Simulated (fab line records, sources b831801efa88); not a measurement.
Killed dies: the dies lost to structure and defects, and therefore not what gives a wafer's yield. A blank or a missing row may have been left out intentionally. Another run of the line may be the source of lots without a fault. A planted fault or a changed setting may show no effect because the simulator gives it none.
fab line records -- flow gf180mcu
record lots=11, wafers=32, lastDay=34
route steps=602 shown M1@332 V1@336 M2@364 V2@386
lots that met no fault: from a run of the same line without faults
startH: hours from the record's first day to the start of the lot's first wafer shown -- waitH: hours from the lot's prior step to this one -- " unchanged from the row above -- L1.1+2: several wafers, shown together as one row -- - no value, or no start given -- * or withheld: withheld -- < > ~ a bound
route shown NAME@n: names a module that has steps shown in the file, with the first one's number in the route -- usual: mean/standard deviation of fault-free wafers -- same: alike in all rows -- chamber/n: place in a boat -- sites: readings site by site -- _std_site: their standard deviation -- _edge_site: outer sites' mean less inner sites' -- radiusMm: how far each site lies from the wafer's centre -- mask NAME#n: copy n -- behind: the most recent tool/chamber to have shaped the wafer -- hold: what put the lot on hold/how long, in hours/how the hold closed -- device: whichever transistor did not switch (one of n, p or np) -- end of line: the tests these same wafers got at the end of their route -- a step given without rows: its recipe and nothing more -- killed: at the first sort, the dies lost to defects and structure; wafer yield is something else -- map: the dies of a wafer, with x for killed, . for not killed, _ for no die there
set.NAME: setting as actually run; set.NAME@STEP: the setting as run at that earlier step -- model.NAME: the simulator's own value behind a step, which no gauge read
the route's steps for a sample of lots (tables are steps, rows are wafers)
services: the hour from which a tool's chamber was out of use, counted from the record's first day as startH (under 0 if before that day), plus the number of hours and why
## steps
# step GF_M1_STRIP_17
# recipe chemistry=O2/N2, powerW=1400, pressureMtorr=1500, platenTempC=250, o2FlowSccm=3000, n2FlowSccm=300, overashFraction=0.5
# usual drypumpMotorCurrentA=6.09/0.23, heaterPowerW=343/24, oesProductAu=0.536/0.0054, platenTempC=250.02/0.18, stripTimeToEndpointS=7.37/0.057
lot.wafer,tool,chamber,startH,waitH,drypumpMotorCurrentA,heaterPowerW,oesProductAu,platenTempC,rfHoursCounterH,stripTimeToEndpointS
L803.1,plasmaAsher-03,1,387.65,0.2,6.33,374,0.535,250.56,29,7.38
L803.3,plasmaAsher-03,1,387.65,0.2,6.33,382,0.544,250.05,-,7.37
L803.6,plasmaAsher-03,1,387.65,0.2,6.38,392,0.528,249.81,-,7.33
L807.1,plasmaAsher-02,0,428.57,0.1,6.23,348,0.528,250.09,63,7.36
L807.2,plasmaAsher-02,1,428.57,0.1,6.15,326,0.536,249.84,63,7.45
L807.4,plasmaAsher-02,1,428.57,0.1,6.13,326,0.543,249.87,-,7.39
L808.1,plasmaAsher-02,0,428.85,0.1,6.27,340,0.539,249.83,63,7.37
L808.5,plasmaAsher-02,0,428.85,0.1,6.26,343,0.543,250.20,-,7.43
L808.6,plasmaAsher-02,1,428.85,0.1,6.16,330,0.534,250.11,-,7.26
L809.3,plasmaAsher-04,1,441.42,0.1,6.19,310,0.537,249.92,-,7.37
L809.4,plasmaAsher-04,0,441.42,0.1,5.85,345,0.536,250.22,-,7.41
L809.5,plasmaAsher-04,0,441.42,0.1,5.85,355,0.539,250.27,-,7.43
L816.1,plasmaAsher-03,0,501.57,0.1,5.76,328,0.539,250.30,41,7.37
L816.5,plasmaAsher-03,1,501.57,0.1,6.30,385,0.543,250.12,-,7.41
L818.4,plasmaAsher-03,1,533.34,0.1,6.36,374,0.545,249.99,-,7.40
L818.5,plasmaAsher-03,0,533.34,0.1,5.74,334,0.533,249.89,-,7.40
L818.6,plasmaAsher-03,1,533.34,0.1,6.37,393,0.528,249.82,-,7.26
L819.3,plasmaAsher-02,0,535.24,0.1,6.24,338,0.534,249.76,-,7.37
L819.4,plasmaAsher-02,1,535.24,0.1,6.15,323,0.537,249.98,-,7.43
L819.6,plasmaAsher-02,1,535.24,0.1,6.16,332,0.544,250.25,-,7.44
L820.1,plasmaAsher-03,0,549.65,0.1,5.77,330,0.534,250.22,45,7.36
L820.3,plasmaAsher-03,1,549.65,0.1,6.36,383,0.535,250.25,-,7.33
L820.5,plasmaAsher-03,1,549.65,0.1,6.36,378,0.540,250.08,-,7.35
L821.1,plasmaAsher-02,1,551.00,0.1,6.16,329,0.541,249.99,76,7.39
L821.3,plasmaAsher-02,1,551.00,0.1,6.13,328,0.535,249.99,-,7.28
L821.5,plasmaAsher-02,0,551.00,0.1,6.26,347,0.535,250.11,-,7.36
L823.2,plasmaAsher-03,1,567.54,0.1,6.37,386,0.546,250.53,48,7.48
L823.4,plasmaAsher-03,1,567.54,0.1,6.37,372,0.537,249.87,-,7.49
L823.5,plasmaAsher-03,0,567.54,0.1,5.74,333,0.544,249.94,-,7.53
L826.2,plasmaAsher-02,1,590.00,0.1,6.18,340,0.550,249.52,80,7.40
L826.3,plasmaAsher-02,1,590.00,0.1,6.18,328,0.529,249.91,-,7.38
L826.4,plasmaAsher-02,0,590.00,0.1,6.25,343,0.529,249.97,-,7.41
# step GF_V1_THK_MEAS_01
# recipe reads=SiO2_of_V1_CVD_00
# usual V1_CVD_00_THK=597/6.4
lot.wafer,tool,chamber,startH,waitH,V1_CVD_00_THK[nm]
L803.1,filmMetro-02,-,388.29,0.0,598
L803.3,filmMetro-02,-,388.29,0.0,594
L803.6,filmMetro-02,-,388.29,0.0,596
L807.1,filmMetro-03,-,429.17,0.0,607
L807.2,filmMetro-03,-,429.17,0.0,605
L807.4,filmMetro-03,-,429.17,0.0,596
L808.1,filmMetro-02,-,429.46,0.0,601
L808.5,filmMetro-02,-,429.46,0.0,599
L808.6,filmMetro-02,-,429.46,0.0,594
L809.3,filmMetro-03,-,442.01,0.1,595
L809.4,filmMetro-03,-,442.01,0.1,586
L809.5,filmMetro-03,-,442.01,0.1,591
L816.1,filmMetro-03,-,502.20,0.0,600
L816.5,filmMetro-03,-,502.20,0.0,599
L818.4,filmMetro-02,-,533.95,0.0,610
L818.5,filmMetro-02,-,533.95,0.0,607
L818.6,filmMetro-02,-,533.95,0.0,596
L819.3,filmMetro-01,-,535.84,0.1,603
L819.4,filmMetro-01,-,535.84,0.1,600
L819.6,filmMetro-01,-,535.84,0.1,597
L820.1,filmMetro-01,-,550.30,0.0,597
L820.3,filmMetro-01,-,550.30,0.0,602
L820.5,filmMetro-01,-,550.30,0.0,601
L821.1,filmMetro-01,-,551.67,0.0,609
L821.3,filmMetro-01,-,551.67,0.0,595
L821.5,filmMetro-01,-,551.67,0.0,601
L823.2,filmMetro-02,-,568.15,0.0,599
L823.4,filmMetro-02,-,568.15,0.0,602
L823.5,filmMetro-02,-,568.15,0.0,595
L826.2,filmMetro-03,-,590.62,0.0,607
L826.3,filmMetro-03,-,590.62,0.0,597
L826.4,filmMetro-03,-,590.62,0.0,604
# step GF_M2_SPUTTER_02
# recipe material=AlCu, targetThkNm=450, powerW=10600, timeS=23.9, chamberPressurePa=0.4
# usual cathodeDcPowerW=10600/2, throttleValvePct=29.9/1.1
lot.wafer,tool,chamber,startH,waitH,cathodeDcPowerW,throttleValvePct
L803.1,pvdSputter-03,-,412.82,0.0,10604,29.6
L803.3,pvdSputter-03,-,412.82,0.0,10598,29.9
L803.6,pvdSputter-03,-,412.82,0.0,10601,31.3
L807.1,pvdSputter-04,-,455.86,0.0,10604,30.4
L807.2,pvdSputter-04,-,455.86,0.0,10598,31.0
L807.4,pvdSputter-04,-,455.86,0.0,10598,29.5
L808.1,pvdSputter-02,-,456.02,0.0,10600,30.2
L808.5,pvdSputter-02,-,456.02,0.0,10600,30.3
L808.6,pvdSputter-02,-,456.02,0.0,10602,27.1
L809.3,pvdSputter-03,-,467.98,0.0,10597,31.2
L809.4,pvdSputter-03,-,467.98,0.0,10601,29.7
L809.5,pvdSputter-03,-,467.98,0.0,10603,29.5
L816.1,pvdSputter-04,-,528.31,0.0,10599,30.3
L816.5,pvdSputter-04,-,528.31,0.0,10602,30.2
L818.4,pvdSputter-04,-,558.88,0.0,10600,29.7
L818.5,pvdSputter-04,-,558.88,0.0,10602,29.5
L818.6,pvdSputter-04,-,558.88,0.0,10603,29.8
L819.3,pvdSputter-04,-,560.17,0.0,10601,29.7
L819.4,pvdSputter-04,-,560.17,0.0,10601,30.0
L819.6,pvdSputter-04,-,560.17,0.0,10599,29.8
L820.1,pvdSputter-03,-,575.31,0.0,10597,29.5
L820.3,pvdSputter-03,-,575.31,0.0,10597,29.7
L820.5,pvdSputter-03,-,575.31,0.0,10598,29.6
L821.1,pvdSputter-03,-,575.91,0.0,10600,29.1
L821.3,pvdSputter-03,-,575.91,0.0,10600,29.8
L821.5,pvdSputter-03,-,575.91,0.0,10598,30.0
L823.2,pvdSputter-02,-,591.82,0.0,10606,29.9
L823.4,pvdSputter-02,-,591.82,0.0,10600,30.2
L823.5,pvdSputter-02,-,591.82,0.0,10601,27.2
L826.2,pvdSputter-03,-,614.06,0.0,10604,31.3
L826.3,pvdSputter-03,-,614.06,0.0,10597,29.3
L826.4,pvdSputter-03,-,614.06,0.0,10598,30.1
# step GF_M2_RS_MEAS_05
# recipe thkMeasGauge=four-point-probe, reads=TiN_of_M2_SPUTTER_04+Ti_of_M2_SPUTTER_03+AlCu_of_M2_SPUTTER_02+TiN_of_M2_SPUTTER_01+Ti_of_M2_SPUTTER_00
# usual M2_ALCU_RS=0.0695/0.00086
lot.wafer,tool,chamber,startH,waitH,hold,M2_ALCU_RS[ohm/sq]
L803.1,filmMetro-02,-,412.91,0.0,-,0.0700
L803.3,filmMetro-02,-,412.91,0.0,-,0.0695
L803.6,filmMetro-02,-,412.91,0.0,-,0.0692
L807.1,filmMetro-04,-,455.95,0.0,-,0.0690
L807.2,filmMetro-04,-,455.95,0.0,-,0.0696
L807.4,filmMetro-04,-,455.95,0.0,-,0.0695
L808.1,filmMetro-02,-,456.11,0.0,-,0.0679
L808.5,filmMetro-02,-,456.11,0.0,-,0.0689
L808.6,filmMetro-02,-,456.11,0.0,-,0.0695
L809.3,filmMetro-04,-,468.11,0.1,-,0.0700
L809.4,filmMetro-04,-,468.11,0.1,-,0.0695
L809.5,filmMetro-04,-,468.11,0.1,-,0.0697
L816.1,filmMetro-01,-,528.40,0.0,awaitDispo/0.2h/release,0.0700
L816.5,filmMetro-01,-,528.40,0.0,awaitDispo/0.2h/release,0.0646
L816.1,filmMetro-01,-,528.84,0.4,-,0.0702
L816.5,filmMetro-01,-,528.84,0.4,-,0.0645
L818.4,filmMetro-01,-,559.03,0.1,awaitDispo/0.2h/release,0.0646
L818.5,filmMetro-01,-,559.03,0.1,awaitDispo/0.2h/release,0.0661
L818.6,filmMetro-01,-,559.03,0.1,awaitDispo/0.2h/release,0.0695
L818.4,filmMetro-01,-,559.32,0.3,-,0.0645
L818.5,filmMetro-01,-,559.32,0.3,-,0.0660
L818.6,filmMetro-01,-,559.32,0.3,-,0.0694
L819.3,filmMetro-04,-,560.30,0.1,awaitDispo/0.2h/release,0.0700
L819.4,filmMetro-04,-,560.30,0.1,awaitDispo/0.2h/release,0.0644
L819.6,filmMetro-04,-,560.30,0.1,awaitDispo/0.2h/release,0.0693
L819.3,filmMetro-04,-,560.60,0.3,-,0.0700
L819.4,filmMetro-04,-,560.60,0.3,-,0.0644
L819.6,filmMetro-04,-,560.60,0.3,-,0.0692
L820.1,filmMetro-02,-,575.40,0.0,-,0.0691
L820.3,filmMetro-02,-,575.40,0.0,-,0.0694
L820.5,filmMetro-02,-,575.40,0.0,-,0.0695
L821.1,filmMetro-01,-,576.00,0.0,-,0.0698
L821.3,filmMetro-01,-,576.00,0.0,-,0.0714
L821.5,filmMetro-01,-,576.00,0.0,-,0.0706
L823.2,filmMetro-01,-,591.93,0.0,-,0.0682
L823.4,filmMetro-01,-,591.93,0.0,-,0.0682
L823.5,filmMetro-01,-,591.93,0.0,-,0.0686
L826.2,filmMetro-01,-,614.17,0.0,-,0.0675
L826.3,filmMetro-01,-,614.17,0.0,-,0.0683
L826.4,filmMetro-01,-,614.17,0.0,-,0.0679
# step GF_M2_THK_MEAS_06
# recipe thkMeasGauge=xrf, reads=AlCu_of_M2_SPUTTER_02
# usual M2_ALCU_THK=457/5.3
lot.wafer,tool,chamber,startH,waitH,hold,M2_ALCU_THK[nm]
L803.1,filmMetro-02,-,413.03,0.1,-,450
L803.3,filmMetro-02,-,413.03,0.1,-,453
L803.6,filmMetro-02,-,413.03,0.1,-,455
L807.1,filmMetro-04,-,456.07,0.1,-,462
L807.2,filmMetro-04,-,456.07,0.1,-,455
L807.4,filmMetro-04,-,456.07,0.1,-,454
L808.1,filmMetro-02,-,456.23,0.1,-,465
L808.5,filmMetro-02,-,456.23,0.1,-,456
L808.6,filmMetro-02,-,456.23,0.1,-,451
L809.3,filmMetro-04,-,468.21,0.1,-,453
L809.4,filmMetro-04,-,468.21,0.1,-,455
L809.5,filmMetro-04,-,468.21,0.1,-,455
L816.1,filmMetro-01,-,531.72,2.9,awaitDispo/0.2h/release,454
L816.5,filmMetro-01,-,531.72,2.9,awaitDispo/0.2h/release,492
L816.1,filmMetro-01,-,531.94,0.2,-,454
L816.5,filmMetro-01,-,531.94,0.2,-,491
L818.4,filmMetro-01,-,561.10,1.8,awaitDispo/0.2h/release,491
L818.5,filmMetro-01,-,561.10,1.8,awaitDispo/0.2h/release,482
L818.6,filmMetro-01,-,561.10,1.8,awaitDispo/0.2h/release,455
L818.4,filmMetro-01,-,561.39,0.3,-,490
L818.5,filmMetro-01,-,561.39,0.3,-,482
L818.6,filmMetro-01,-,561.39,0.3,-,454
L819.3,filmMetro-04,-,565.50,4.9,awaitDispo/0.2h/release,457
L819.4,filmMetro-04,-,565.50,4.9,awaitDispo/0.2h/release,495
L819.6,filmMetro-04,-,565.50,4.9,awaitDispo/0.2h/release,458
L819.3,filmMetro-04,-,565.73,0.2,-,457
L819.4,filmMetro-04,-,565.73,0.2,-,495
L819.6,filmMetro-04,-,565.73,0.2,-,459
L820.1,filmMetro-02,-,575.52,0.1,-,460
L820.3,filmMetro-02,-,575.52,0.1,-,456
L820.5,filmMetro-02,-,575.52,0.1,-,456
L821.1,filmMetro-01,-,576.12,0.1,-,453
L821.3,filmMetro-01,-,576.12,0.1,-,445
L821.5,filmMetro-01,-,576.12,0.1,-,448
L823.2,filmMetro-01,-,592.04,0.1,-,466
L823.4,filmMetro-01,-,592.04,0.1,-,463
L823.5,filmMetro-01,-,592.04,0.1,-,460
L826.2,filmMetro-01,-,614.28,0.1,-,467
L826.3,filmMetro-01,-,614.28,0.1,-,466
L826.4,filmMetro-01,-,614.28,0.1,-,463
# step GF_V2_CMP_04
# recipe material=SiO2, downForcePsi=4, platenRpm=60, padVelocityMS=0.94248
# usual motorCurrentA=12.3/1.7, timeToEndpointS=78/5.2
lot.wafer,tool,chamber,startH,waitH,motorCurrentA,timeToEndpointS
L803.1,cmp-02,2,437.72,0.1,12.1,73
L803.3,cmp-02,0,437.72,0.1,12.8,75
L803.6,cmp-02,3,437.72,0.1,16.4,76
L807.1,cmp-01,3,481.33,0.1,10.8,75
L807.2,cmp-01,0,481.33,0.1,10.9,80
L807.4,cmp-01,2,481.33,0.1,11.1,78
L808.1,cmp-02,0,481.66,0.1,11.5,75
L808.5,cmp-02,2,481.66,0.1,11.9,74
L808.6,cmp-02,3,481.66,0.1,16.3,81
L809.4,cmp-01,0,492.72,0.1,11.9,77
L809.3,cmp-01,2,492.72,0.1,11.0,73
L809.5,cmp-01,0,492.72,0.1,11.9,79
L816.1,cmp-02,3,553.99,0.7,15.6,74
L816.5,cmp-02,2,553.99,0.7,11.8,73
L818.4,cmp-01,1,581.35,0.1,12.3,70
L818.6,cmp-01,3,581.35,0.1,10.4,76
L818.5,cmp-01,0,581.35,0.1,11.3,77
L819.3,cmp-02,1,583.72,0.1,12.3,76
L819.4,cmp-02,3,583.72,0.1,16.5,73
L819.6,cmp-02,1,583.72,0.1,11.8,80
L820.1,cmp-01,0,598.06,0.1,11.5,83
L820.3,cmp-01,1,598.06,0.1,12.6,74
L820.5,cmp-01,0,598.06,0.1,11.7,82
L821.3,cmp-02,3,598.49,0.1,16.4,76
L821.1,cmp-02,0,598.49,0.1,12.4,71
L821.5,cmp-02,2,598.49,0.1,12.0,83
L823.4,cmp-02,1,614.10,0.0,12.0,77
L823.2,cmp-02,3,614.10,0.0,17.0,72
L823.5,cmp-02,1,614.10,0.0,11.9,83
L826.3,cmp-02,3,635.45,0.0,15.7,74
L826.2,cmp-02,0,635.45,0.0,11.7,78
L826.4,cmp-02,2,635.45,0.0,11.8,80
## services
tool,chamber,startH,hours,kind
pvdSputter-03,-,373.99,1.5,repair
plasmaAsher-03,-,391.87,0.7,repair
cmp-01,-,397.83,2.0,repair
cmp-02,-,404.00,4.0,pm
cmp-02,-,411.97,0.8,repair
cmp-01,-,423.29,1.5,repair
cmp-02,-,433.25,4.1,repair
cmp-01,-,466.05,5.8,repair
pvdSputter-04,-,482.86,1.4,repair
cmp-01,-,496.26,1.0,repair
cmp-02,-,497.74,1.6,repair
plasmaAsher-02,-,498.68,1.3,repair
pvdSputter-04,-,507.40,3.2,repair
plasmaAsher-03,-,515.50,14.6,pm
pvdSputter-04,-,530.37,3.4,repair
pvdSputter-02,-,553.83,7.9,repair
pvdSputter-02,-,555.99,1.7,repair
cmp-02,-,570.47,2.0,repair
cmp-01,-,572.00,4.0,pm
plasmaAsher-03,-,592.35,1.5,repair
pvdSputter-03,-,600.12,2.1,repair
cmp-02,-,615.09,1.5,repair
cmp-01,-,615.68,1.2,repair
cmp-01,-,630.79,5.5,repair
## key
firstSign step=GF_M2_RS_MEAS_05, reading=visit, direction=added
effect step=GF_M2_RS_MEAS_05, reading=M2_ALCU_RS, direction=down, sigmas=5.3, usual=0.0695, struck=0.0649
effect step=GF_M2_THK_MEAS_06, reading=visit, direction=added
effect step=GF_M2_THK_MEAS_06, reading=M2_ALCU_THK, direction=up, sigmas=6.2, usual=457, struck=490
metAt GF_M2_SPUTTER_02
struckLots L816,L818,L819
struckWafers L816.5,L818.4,L818.5,L819.4
notActingAt GF_M1_STRIP_17,GF_V1_THK_MEAS_01,GF_V2_CMP_04
onsetBetween 455.86 528.31
fault kind=processParameterDrift, tool=pvdSputter-04, chamber=-, onsetH=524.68, steps=GF_M2_SPUTTER_02, channel=timeS, offset=*, shape=step, endH=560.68, scope=struckWafersOnly, actsIn=*, stated=*
